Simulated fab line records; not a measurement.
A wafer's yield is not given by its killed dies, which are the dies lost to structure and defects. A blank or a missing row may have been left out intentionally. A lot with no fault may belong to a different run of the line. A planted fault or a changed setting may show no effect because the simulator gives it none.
fab line records	flow gf180mcu
record lots=12	wafers=36	last-day=36
route steps=602 shown DUAL_GATE@143 M3@415 V3@432
lots that met no fault: from a run of the same line without faults
start-h: the number of hours between the record's first day and the start of the first shown wafer of the lot	wait-h: how many hours have passed since the lot's step before this one	" the same as in the row above	L1.1+2: one row covering several wafers at once	- value missing, or start not given	* or withheld: withheld	< > ~ a bound
route shown NAME@n: names a module that has steps shown in the file, with the first one's number in the route	usual: the fault-free wafers' mean and standard deviation	same: alike in all rows	chamber/n: place in a boat	sites: each site's reading	_std_site: the values' standard deviation	_edge_site: mean of outer sites minus mean of inner sites	radius-mm: for every site, how far away it sits from the centre of the wafer	mask NAME#n: copy n	behind: the most recent tool/chamber to have shaped the wafer	hold: why the lot went on hold/how many hours it stayed there/how the hold came to an end	device: transistor that didn't switch, given as n, p or np	end of line: the tests these same wafers got at the end of their route	a step without rows: its recipe alone	killed: dies that structure and defects cost at the first sort, which is not the same as the wafer's yield	map: a wafer's dies, x killed, . not, _ none there
set.NAME: the setting as run; set.NAME@STEP: as run at that earlier step	model.NAME: the simulator's own value behind a step, which no gauge read
route steps across a sampled set of lots; one table per step, one row per wafer
services: the hour from which a tool's chamber was out of use, counted from the record's first day as start-h (under 0 if before that day), plus the number of hours and why
## steps
# step GF_DUAL_GATE_OXIDATION_02
# recipe temp-c=900	ambient=O2	stabilise-s=600	purge-s=300	target-thk-a=108.87	ox-time-s=1602
# usual spike-tc-bottom-C=913.7/1.3	spike-tc-centre-C=900.5/0.92	spike-tc-lower-C=901.0/1.1	spike-tc-top-C=913.0/2.5	spike-tc-upper-C=900.4/1.1	tube-center-temp-C=899.99/0.086	tube_center_temp_C_max=902.3/0.35	zone-power-bottom-pct=27.6/0.36	zone-power-upper-pct=17.15/0.21
lot.wafer	tool	chamber	start-h	wait-h	spike-tc-bottom-C	spike-tc-centre-C	spike-tc-lower-C	spike-tc-top-C	spike-tc-upper-C	tube-center-temp-C	tube_center_temp_C_max	zone-power-bottom-pct	zone-power-upper-pct
L608.2	furnace-01	0	176.42	0.0	912.8	901.2	901.1	913.9	900.4	899.86	902.2	27.8	17.31
L608.5	"	0	"	"	912.4	900.8	901.5	915.6	902.3	899.89	902.0	27.9	17.49
L608.6	"	0	"	"	912.3	901.4	901.5	913.3	901.0	899.93	901.8	28.1	17.16
L610.1	furnace-02	0	191.73	0.1	915.9	900.4	899.2	910.1	901.2	899.99	901.7	27.5	16.91
L610.4	"	0	"	"	915.1	900.1	902.6	908.4	899.6	899.91	902.2	27.3	17.29
L610.6	"	0	"	"	914.2	901.8	902.1	910.2	899.2	899.93	902.1	26.9	17.02
L611.1	furnace-02	0	199.79	0.0	913.5	901.1	902.0	909.6	900.5	899.91	901.8	27.4	17.14
L611.3	"	0	"	"	914.2	901.8	900.2	910.5	900.0	900.1	902.4	27.0	17.07
L611.5	"	0	"	"	915.7	899.8	901.4	909.8	898.4	899.98	902.4	27.2	17.19
L612.1	furnace-02	0	207.06	0.6	913.1	899.8	902.7	912.0	900.6	899.81	903.5	27.5	16.81
L612.5	"	0	"	"	914.5	900.1	902.3	911.2	899.9	900.02	901.9	27.7	16.97
L612.6	"	0	"	"	913.6	900.7	900.9	908.5	900.1	899.95	901.9	27.4	17.07
L617.1	furnace-02	0	242.81	0.6	913.1	900.1	902.9	910.5	899.4	899.95	902.3	27.3	17.27
L617.2	"	0	"	"	914.0	900.8	899.6	910.2	898.9	900.11	902.0	27.1	16.78
L617.6	"	0	"	"	915.7	900.9	900.7	911.7	897.2	899.99	902.3	27.6	16.70
L618.2	furnace-01	0	251.09	0.4	912.9	900.6	898.6	916.7	901.4	900.06	902.4	28.0	17.55
L618.4	"	0	"	"	911.9	899.3	900.2	915.0	901.7	900.03	901.9	28.0	16.90
L618.6	"	0	"	"	912.5	900.4	899.3	911.9	901.6	900	901.9	27.5	17.19
L623.2	furnace-02	0	283.49	0.6	898.5	883.5	887.1	893.1	884.4	883.92	886.0	26.3	16.50
L623.4	"	0	"	"	898.1	883.9	886.8	895.1	883.1	883.75	886.3	26.4	16.31
L623.6	"	0	"	"	899.6	885.6	886.6	894.4	882.9	883.92	886.6	26.4	16.24
L624.3	furnace-02	0	287.88	0.2	899.4	883.5	887.2	894.3	882.9	884.06	886.2	26.3	16.62
L624.5	"	0	"	"	898.8	885.0	886.8	894.6	883.9	883.99	885.8	26.7	16.65
L624.6	"	0	"	"	896.7	884.4	885.2	894.9	883.1	883.73	886.2	26.6	16.53
L625.1	furnace-02	0	300.81	0.2	898.4	885.0	885.5	895.3	884.4	883.88	886.9	26.6	16.21
L625.3	"	0	"	"	897.7	883.3	885.1	894.9	883.1	883.84	886.7	26.8	16.55
L625.4	"	0	"	"	898.5	884.7	885.5	894.7	884.5	883.75	886.5	26.7	16.29
L626.4	furnace-01	0	302.67	0.0	913.1	900.4	899.9	915.8	900.9	899.78	902.2	27.8	17.29
L626.5	"	0	"	"	912.5	900.3	899.9	915.5	899.9	899.99	902.4	28.0	17.34
L626.6	"	0	"	"	913.8	899.5	899.6	915.2	900.5	899.88	902.8	28.2	17.30
L627.1	furnace-01	0	307.12	0.4	914.7	900.0	901.4	915.2	901.8	899.93	902.3	27.9	17.48
L627.5	"	0	"	"	911.9	900.3	900.6	914.4	900.0	899.85	902.1	27.2	17.48
L627.6	"	0	"	"	913.1	899.5	900.1	915.8	899.5	900.03	902.2	27.8	17.36
L630.1	furnace-01	0	329.19	0.4	912.6	899.4	899.9	913.9	901.7	900.15	902.7	27.4	17.12
L630.4	"	0	"	"	913.3	900.0	901.1	915.5	901.2	900.01	902.1	28.0	17.14
L630.6	"	0	"	"	913.9	901.7	899.6	915.7	900.9	900.11	902.1	27.3	17.41
# step GF_DUAL_GATE_THK_MEAS_03
# recipe reads=SiO2_of_DUAL_GATE_OXIDATION_02
# usual DUAL_GATE_OXIDATION_00_THK=10.89/0.17
lot.wafer	tool	chamber	start-h	wait-h	DUAL_GATE_OXIDATION_00_THK[nm]
L608.2	film-metro-01	-	177.88	0.0	10.92
L608.5	"	-	"	"	10.85
L608.6	"	-	"	"	11.06
L610.1	film-metro-03	-	193.17	0.0	11.03
L610.4	"	-	"	"	11.03
L610.6	"	-	"	"	11.12
L611.1	film-metro-02	-	201.24	0.0	10.95
L611.3	"	-	"	"	10.87
L611.5	"	-	"	"	11.01
L612.1	film-metro-01	-	208.51	0.0	11.01
L612.5	"	-	"	"	11.18
L612.6	"	-	"	"	10.97
L617.1	film-metro-01	-	244.25	0.0	10.85
L617.2	"	-	"	"	10.69
L617.6	"	-	"	"	10.79
L618.2	film-metro-01	-	252.55	0.0	10.94
L618.4	"	-	"	"	10.88
L618.6	"	-	"	"	10.77
L623.2	film-metro-01	-	284.94	0.0	8.66
L623.4	"	-	"	"	8.62
L623.6	"	-	"	"	8.78
L624.3	film-metro-02	-	289.35	0.0	8.98
L624.5	"	-	"	"	8.86
L624.6	"	-	"	"	8.85
L625.1	film-metro-01	-	302.25	0.0	9.16
L625.3	"	-	"	"	9.15
L625.4	"	-	"	"	9.12
L626.4	film-metro-02	-	304.15	0.0	10.97
L626.5	"	-	"	"	11.06
L626.6	"	-	"	"	10.95
L627.1	film-metro-02	-	308.56	0.0	10.95
L627.5	"	-	"	"	11.24
L627.6	"	-	"	"	10.98
L630.1	film-metro-02	-	330.63	0.0	11.00
L630.4	"	-	"	"	10.88
L630.6	"	-	"	"	10.84
# step GF_M3_THK_MEAS_06
# recipe thk-meas-gauge=xrf	reads=AlCu_of_M3_SPUTTER_02
# usual M3_ALCU_THK=450/5.4
lot.wafer	tool	chamber	start-h	wait-h	M3_ALCU_THK[nm]
L608.2	film-metro-01	-	514.18	0.1	445
L608.5	"	-	"	"	446
L608.6	"	-	"	"	451
L610.1	film-metro-01	-	535.17	0.1	450
L610.4	"	-	"	"	446
L610.6	"	-	"	"	450
L611.1	film-metro-01	-	544.03	0.1	448
L611.3	"	-	"	"	448
L611.5	"	-	"	"	455
L612.1	film-metro-04	-	547.67	0.1	449
L612.5	"	-	"	"	448
L612.6	"	-	"	"	450
L617.1	film-metro-04	-	591.17	0.1	446
L617.2	"	-	"	"	448
L617.6	"	-	"	"	450
L618.2	film-metro-04	-	600.78	0.1	453
L618.4	"	-	"	"	451
L618.6	"	-	"	"	443
L623.2	film-metro-03	-	634.44	0.1	448
L623.4	"	-	"	"	444
L623.6	"	-	"	"	437
L624.3	film-metro-04	-	639.57	0.1	448
L624.5	"	-	"	"	437
L624.6	"	-	"	"	450
L625.1	film-metro-01	-	650.36	0.1	452
L625.3	"	-	"	"	458
L625.4	"	-	"	"	458
L626.4	film-metro-01	-	652.99	0.1	448
L626.5	"	-	"	"	453
L626.6	"	-	"	"	449
L627.1	film-metro-01	-	658.37	0.1	454
L627.5	"	-	"	"	454
L627.6	"	-	"	"	461
L630.1	film-metro-04	-	680.40	0.1	446
L630.4	"	-	"	"	445
L630.6	"	-	"	"	438
# step GF_V3_THK_MEAS_03
# recipe reads=SiO2_of_V3_CVD_02
# usual V3_CVD_02_THK=852/12
lot.wafer	tool	chamber	start-h	wait-h	V3_CVD_02_THK[nm]
L608.2	film-metro-01	-	539.93	0.0	840
L608.5	"	-	"	"	856
L608.6	"	-	"	"	865
L610.1	film-metro-02	-	559.73	0.0	842
L610.4	"	-	"	"	863
L610.6	"	-	"	"	848
L611.1	film-metro-02	-	568.01	0.0	854
L611.3	"	-	"	"	861
L611.5	"	-	"	"	870
L612.1	film-metro-03	-	572.14	0.0	864
L612.5	"	-	"	"	869
L612.6	"	-	"	"	865
L617.1	film-metro-03	-	614.62	0.0	858
L617.2	"	-	"	"	846
L617.6	"	-	"	"	862
L618.2	film-metro-03	-	623.28	0.0	854
L618.4	"	-	"	"	854
L618.6	"	-	"	"	860
L623.2	film-metro-03	-	655.57	0.0	845
L623.4	"	-	"	"	849
L623.6	"	-	"	"	859
L624.3	film-metro-02	-	660.96	0.1	851
L624.5	"	-	"	"	863
L624.6	"	-	"	"	874
L625.1	film-metro-03	-	671.44	0.0	844
L625.3	"	-	"	"	841
L625.4	"	-	"	"	851
L626.4	film-metro-03	-	674.95	0.0	871
L626.5	"	-	"	"	863
L626.6	"	-	"	"	870
L627.1	film-metro-03	-	680.64	0.0	844
L627.5	"	-	"	"	846
L627.6	"	-	"	"	857
L630.1	film-metro-03	-	702.07	0.0	853
L630.4	"	-	"	"	874
L630.6	"	-	"	"	871
# step GF_V3_ETCH_17
# recipe chemistry=C4F8/O2/Ar	mask-material=KrF	target=SiO2	stop-on=TiN	source-w=1500	bias-w=1200	pressure-mtorr=40	c4f8-flow-sccm=withheld	O2_flow_sccm=6	Ar_flow_sccm=300	time-s=withheld	target-depth-a=6350
# usual oes-product-au=0.857/0.0048
lot.wafer	tool	chamber	start-h	wait-h	oes-product-au
L608.2	rie-diel-04	3	-	-	0.859
L608.5	"	0	"	"	0.859
L608.6	"	1	"	"	0.862
L610.1	rie-diel-02	0	-	-	0.864
L610.4	"	3	"	"	0.863
L610.6	"	2	"	"	0.858
L611.1	rie-diel-02	3	-	-	0.852
L611.3	"	1	"	"	0.855
L611.5	"	1	"	"	0.858
L612.1	rie-diel-01	3	-	-	0.857
L612.5	"	3	"	"	0.851
L612.6	"	0	"	"	0.851
L617.1	rie-diel-01	2	-	-	0.850
L617.2	"	3	"	"	0.863
L617.6	"	2	"	"	0.855
L618.2	rie-diel-04	1	-	-	0.856
L618.4	"	3	"	"	0.853
L618.6	"	0	"	"	0.858
L623.2	rie-diel-01	3	-	-	0.854
L623.4	"	0	"	"	0.853
L623.6	"	2	"	"	0.854
L624.3	rie-diel-02	1	-	-	0.860
L624.5	"	3	"	"	0.851
L624.6	"	0	"	"	0.847
L625.1	rie-diel-02	2	-	-	0.857
L625.3	"	1	"	"	0.860
L625.4	"	3	"	"	0.859
L626.4	rie-diel-01	1	-	-	0.857
L626.5	"	1	"	"	0.871
L626.6	"	2	"	"	0.853
L627.1	rie-diel-02	2	-	-	0.854
L627.5	"	3	"	"	0.855
L627.6	"	0	"	"	0.855
L630.1	rie-diel-02	0	-	-	0.860
L630.4	"	2	"	"	0.856
L630.6	"	1	"	"	0.853
## services
tool	chamber	start-h	hours	kind
furnace-02	-	179.67	3.2	pm
rie-diel-01	3	180.69	11.9	repair
rie-diel-02	-	184.77	1.2	repair
furnace-01	-	199.46	12.5	pm
rie-diel-01	3	202.52	22.0	repair
rie-diel-02	3	208.93	24.8	repair
furnace-01	-	266.35	3.2	pm
rie-diel-01	3	295.76	2.4	repair
rie-diel-02	-	306.91	0.5	repair
furnace-02	-	336.22	4.5	pm
furnace-02	-	348.58	2.8	pm
rie-diel-02	-	374.34	15.6	pm
furnace-02	-	378.49	4.6	pm
furnace-02	-	398.43	20.0	pm
furnace-01	-	418.64	2.0	pm
furnace-02	-	422.25	20.4	repair
furnace-01	-	442.87	3.8	pm
rie-diel-02	-	453.95	1.0	repair
furnace-02	-	515.67	3.8	pm
furnace-01	-	601.42	3.7	pm
furnace-01	-	607.48	4.4	pm
furnace-02	-	617.39	3.0	pm
furnace-02	-	683.67	3.6	pm
rie-diel-02	-	704.15	2.8	pm
## key
first-sign step=GF_DUAL_GATE_OXIDATION_02	reading=tube-center-temp-C	direction=down	sigmas=99+	usual=*	struck=*
effect step=GF_DUAL_GATE_OXIDATION_02	reading=tube_center_temp_C_max	direction=down	sigmas=46	usual=*	struck=*
effect step=GF_DUAL_GATE_THK_MEAS_03	reading=DUAL_GATE_OXIDATION_00_THK	direction=down	sigmas=12	usual=10.89	struck=8.91
met-at GF_DUAL_GATE_OXIDATION_02
struck-lots L623,L624,L625
tester-left-out L623,L624,L625
not-acting-at GF_M3_THK_MEAS_06,GF_V3_THK_MEAS_03,GF_V3_ETCH_17
onset-between 242.81 283.49
fault kind=process-parameter-drift	tool=furnace-02	chamber=-	onset-h=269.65	steps=GF_DUAL_GATE_OXIDATION_02	channel=temp-c	offset=*	shape=step	end-h=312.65	acts-in=*	stated=*
# tester-left-out: of these lots the tester's yield and bins aren't shown, on N5 and GAA mostly nor the transistor test; their killed dies are dies lost to structure and defects alone, not to doping, threshold or leakage, so they don't give the yield
